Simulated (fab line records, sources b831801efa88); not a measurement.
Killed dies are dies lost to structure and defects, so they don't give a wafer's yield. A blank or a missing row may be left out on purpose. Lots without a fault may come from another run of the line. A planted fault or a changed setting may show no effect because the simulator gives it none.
fab line records | flow sky130
record lots=6 wafers=16 last_day=49
route steps=708 shown CAP2M@604
lots that met no fault: from a run of the same line without faults
start_h: hours from the record's first day to the start of the lot's first wafer shown | wait_h: hours since the lot's step before | " the same as in the row above | L1.1+2: a row that stands for several wafers | - no value, or no start given | * or withheld: withheld | < > ~ a bound
route shown NAME@n: a module of which the file shows steps, and the number in the route of the first | usual: mean/standard deviation of fault-free wafers | same: alike in all rows | chamber/n: place in a boat | sites: the reading at each site | _std_site: their standard deviation | _edge_site: outer sites' mean less inner sites' | radius_mm: how far each site lies from the wafer's centre | mask NAME#n: copy n | behind: the tool/chamber that last shaped the wafer | hold: why the lot was held/for how many hours/how that ended | device: the transistor (n, p or np) that didn't switch | end of line: the same wafers' tests at the end of the route | a step without rows: its recipe alone | killed: dies lost to structure and defects at the first sort, not the wafer's yield | map: a wafer's dies, x killed, . not, _ none there
set.NAME: the setting as run; set.NAME@STEP: as run at that earlier step | model.NAME: the simulator's own value behind a step, which no gauge read
lots at some steps of the route; a table a step, a row a wafer
services: from which hour (start_h, from the record's first day; less than 0 if before it) a tool's chamber was out of use, for how many hours, and why
## steps
# step SKY_CAP2M_THK_MEAS_01
# recipe reads=SiO2_of_CAP2M_CVD_00
# usual CAP2M_CVD_00_THK=15.53/0.21
# columns lot.wafer tool chamber start_h wait_h CAP2M_CVD_00_THK[nm]
L537.1 film_metro-04 - 960.33 - 15.47
L537.3 " - " " 15.44
L537.4 " - " " 15.60
L539.4 film_metro-04 - 970.70 - 15.78
L539.5 " - " " 15.71
L539.6 " - " " 15.34
L541.1 film_metro-01 - 987.81 - 15.15
L541.5 " - " " 15.56
L541.6 " - " " 15.67
L550.5 film_metro-03 - 1043.73 - 15.75
L550.6 " - " " 15.80
L552.3 film_metro-04 - 1052.38 - 15.43
L552.4 " - " " 15.45
L555.1 film_metro-03 - 1065.62 - 15.15
L555.4 " - " " 15.57
L555.5 " - " " 15.37
# step SKY_CAP2M_SPUTTER_02
# recipe material=TiN target_thk_nm=200 temp_c=300 power_w=6500 time_s=166.7 chamber_pressure_pa=0.4
# usual throttle_valve_pct=29.9/1.2
# columns lot.wafer tool chamber start_h wait_h throttle_valve_pct
L537.1 pvd_sputter-04 - 960.39 0.1 28.5
L537.3 " - " " 28.9
L537.4 " - " " 28.1
L539.4 pvd_sputter-01 - 970.78 0.1 30.4
L539.5 " - " " 29.1
L539.6 " - " " 29.8
L541.1 pvd_sputter-01 - 987.87 0.1 29.4
L541.5 " - " " 30.8
L541.6 " - " " 29.9
L550.5 pvd_sputter-03 - 1043.81 0.1 29.6
L550.6 " - " " 31.9
L552.3 pvd_sputter-03 - 1052.42 0.0 29.8
L552.4 " - " " 30.3
L555.1 pvd_sputter-04 - 1065.68 0.1 28.7
L555.4 " - " " 28.2
L555.5 " - " " 31.6
# step SKY_CAP2M_RS_MEAS_03
# recipe thk_meas_gauge=four-point-probe reads=TiN_of_CAP2M_SPUTTER_02
# usual CAP2M_TIN_RS=6.87/0.053
# columns lot.wafer tool chamber start_h wait_h CAP2M_TIN_RS[ohm/sq]
L537.1 film_metro-03 - 960.50 0.1 6.84
L537.3 " - " " 6.97
L537.4 " - " " 6.89
L539.4 film_metro-03 - 970.90 0.1 6.76
L539.5 " - " " 6.75
L539.6 " - " " 6.86
L541.1 film_metro-03 - 987.98 0.1 6.87
L541.5 " - " " 6.81
L541.6 " - " " 6.87
L550.5 film_metro-04 - 1043.94 0.1 6.91
L550.6 " - " " 6.95
L552.3 film_metro-01 - 1052.62 0.1 7.02
L552.4 " - " " 6.93
L555.1 film_metro-01 - 1065.79 0.1 6.90
L555.4 " - " " 6.85
L555.5 " - " " 6.95
# step SKY_CAP2M_THK_MEAS_04
# recipe thk_meas_gauge=xrf reads=TiN_of_CAP2M_SPUTTER_02
# usual CAP2M_TIN_THK=199.9/1.7
# columns lot.wafer tool chamber start_h wait_h CAP2M_TIN_THK[nm]
L537.1 film_metro-03 - 960.62 0.1 200.3
L537.3 " - " " 196.8
L537.4 " - " " 199.0
L539.4 film_metro-03 - 970.99 0.1 203.0
L539.5 " - " " 203.1
L539.6 " - " " 199.8
L541.1 film_metro-03 - 988.10 0.1 199.5
L541.5 " - " " 199.3
L541.6 " - " " 199.0
L550.5 film_metro-04 - 1044.02 0.1 200.5
L550.6 " - " " 199.7
L552.3 film_metro-01 - 1052.72 0.1 195.6
L552.4 " - " " 198.6
L555.1 film_metro-01 - 1065.91 0.1 199.1
L555.4 " - " " 199.5
L555.5 " - " " 197.5
# step SKY_CAP2M_DEHYDRATE_05
# recipe temp_c=200 time_s=60
# step SKY_CAP2M_HMDS_06
# recipe prime_time_s=60 prime_temp_c=120
# step SKY_CAP2M_COAT_07
# recipe resist=NOVOLAK spin_rpm=3000 resist_thk_nm=1140
# step SKY_CAP2M_SOFTBAKE_08
# recipe temp_c=90 time_s=60 resist=NOVOLAK
# step SKY_CAP2M_EXPOSE_09
# recipe mask_id=CAP2M na=0.6 source_shape=conventional sigma_outer=0.6 polarization=unpolarized target_cd_nm=1000 dose_mj=159
# step SKY_CAP2M_PEB_10
# recipe temp_c=withheld time_s=* resist=NOVOLAK
# step SKY_CAP2M_DEVELOP_11
# recipe resist=NOVOLAK developer=TMAH develop_time_s=60 dev_temp_c=23
# step SKY_CAP2M_OVL_MEAS_12
# usual CAP2M_OVL=-0.1/1.3
# columns lot.wafer tool chamber start_h wait_h CAP2M_OVL[nm]
L537.1 overlay-01 - 984.02 0.1 -1.0
L537.3 " - " " 0.3
L537.4 " - " " 0.0
L539.4 overlay-01 - 994.69 0.1 0.1
L539.5 " - " " -0.9
L539.6 " - " " -0.9
L541.1 overlay-02 - 1010.61 0.1 -0.1
L541.5 " - " " 1.1
L541.6 " - " " 1.0
L550.5 overlay-02 - 1065.06 0.0 0.1
L550.6 " - " " -0.5
L552.3 overlay-02 - 1073.53 0.1 0.9
L552.4 " - " " 0.1
L555.1 overlay-01 - 1086.37 0.1 1.9
L555.4 " - " " 0.8
L555.5 " - " " -0.1
# step SKY_CAP2M_METAL_ETCH_13
# recipe target_depth_nm=220 stop_on=SiO2 chemistry=Cl2/BCl3 target=TiN pressure_mtorr=10 icp_w=900 bias_w=48.5 Cl2_flow_sccm=60 bcl3_flow_sccm=30 time_s=62.9
# usual drypump_motor_current_A=5.6/0.39 oes_product_au=0.945/0.0058 run_length_s=91.1/0.39 throttle_valve_pct=21.899/0.0091
# columns lot.wafer tool chamber start_h wait_h drypump_motor_current_A oes_product_au rf_hours_counter_h run_length_s throttle_valve_pct model.NOVOLAK_of_CAP2M_COAT_07.thk_nm
L537.1 rie_metal-04 1 984.06 0.0 5.8 0.946 15 90.9 21.919 992.3
L537.3 " 0 " " 4.7 0.944 - 91.3 21.899 992.6
L537.4 " 1 " " 5.9 0.951 - 90.7 21.910 992.8
L539.4 rie_metal-01 0 994.73 0.0 5.6 0.956 - 90.9 21.904 996.5
L539.5 " 1 " " 5.6 0.954 - 90.7 21.878 992.3
L539.6 " 0 " " 5.6 0.941 - 91.4 21.887 992.4
L541.1 rie_metal-01 1 1010.65 0.0 5.6 0.942 14 90.7 21.897 989.8
L541.5 " 1 " " 5.6 0.943 - 90.9 21.894 990.5
L541.6 " 0 " " 5.6 0.948 - 90.9 21.893 992.9
L550.5 rie_metal-01 1 1065.13 0.1 5.6 0.981 - 88.6 21.883 995
L550.6 " 0 " " 5.6 0.947 - 90.9 21.904 992
L552.3 rie_metal-01 1 1073.58 0.0 5.6 0.938 - 90.6 21.907 994.6
L552.4 " 0 " " 5.6 0.973 - 88.8 21.886 1004
L555.1 rie_metal-04 0 1086.41 0.0 4.7 0.941 19 91.3 21.891 989.9
L555.4 " 0 " " 4.6 0.949 - 91.8 21.898 992.6
L555.5 " 0 " " 4.6 0.934 - 91.3 21.885 991.3
# step SKY_CAP2M_STRIP_14
# recipe chemistry=O2/N2 power_w=1400 pressure_mtorr=1500 platen_temp_c=withheld o2_flow_sccm=3000 n2_flow_sccm=300 overash_fraction=0.5
# usual drypump_motor_current_A=5.8/0.39 oes_product_au=0.710/0.0043 strip_time_to_endpoint_s=12.65/0.034
# columns lot.wafer tool chamber start_h wait_h drypump_motor_current_A oes_product_au rf_hours_counter_h strip_time_to_endpoint_s
L537.1 plasma_asher-01 0 984.14 0.1 5.6 0.716 23 12.63
L537.3 " 0 " " 5.5 0.715 - 12.63
L537.4 " 1 " " 6.0 0.707 - 12.66
L539.4 plasma_asher-01 1 994.82 0.1 6.1 0.710 - 12.70
L539.5 " 1 " " 6.0 0.708 - 12.64
L539.6 " 0 " " 5.6 0.718 - 12.65
L541.1 plasma_asher-01 0 1010.73 0.1 5.6 0.708 25 12.62
L541.5 " 1 " " 6.0 0.720 - 12.62
L541.6 " 0 " " 5.6 0.712 - 12.66
L550.5 plasma_asher-01 1 1065.22 0.1 6.0 0.702 - 12.68
L550.6 " 0 " " 5.6 0.711 - 12.63
L552.3 plasma_asher-04 0 1073.67 0.1 5.3 0.714 - 12.66
L552.4 " 1 " " 5.8 0.714 - 12.78
L555.1 plasma_asher-04 0 1086.49 0.1 5.3 0.714 2 12.60
L555.4 " 1 " " 5.8 0.713 - 12.65
L555.5 " 1 " " 5.8 0.707 - 12.63
## services
# columns tool chamber start_h hours kind
rie_metal-01 1 944.94 5.5 repair
pvd_sputter-03 - 966.99 1.4 repair
rie_metal-04 - 981.89 0.3 repair
pvd_sputter-03 - 997.30 3.7 repair
plasma_asher-04 - 1044.85 14.6 pm
plasma_asher-04 - 1059.45 9.0 pm
plasma_asher-04 0 1059.45 9.0 vent_cycle
plasma_asher-04 1 1059.45 9.0 vent_cycle
pvd_sputter-01 - 1065.34 3.5 repair
plasma_asher-04 0 1068.45 - clean
plasma_asher-04 1 1068.45 - clean
## key
first_sign step=SKY_CAP2M_METAL_ETCH_13 reading=run_length_s direction=down sigmas=6 usual=* struck=*
effect step=SKY_CAP2M_METAL_ETCH_13 reading=oes_product_au direction=up sigmas=5.5 usual=0.945 struck=0.977
model_effect step=SKY_CAP2M_METAL_ETCH_13 value=NOVOLAK_of_CAP2M_COAT_07.thk_nm without=994.4 struck=999.7
met_at SKY_CAP2M_METAL_ETCH_13
struck_wafers L550.5,L552.4
onset_between 1010.65 1065.13
fault kind=process_parameter_drift tool=rie_metal-01 chamber=- onset_h=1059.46 steps=SKY_CAP2M_METAL_ETCH_13 channel=time_s offset=* shape=step end_h=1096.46 scope=struck_wafers_only acts_in=* stated=*
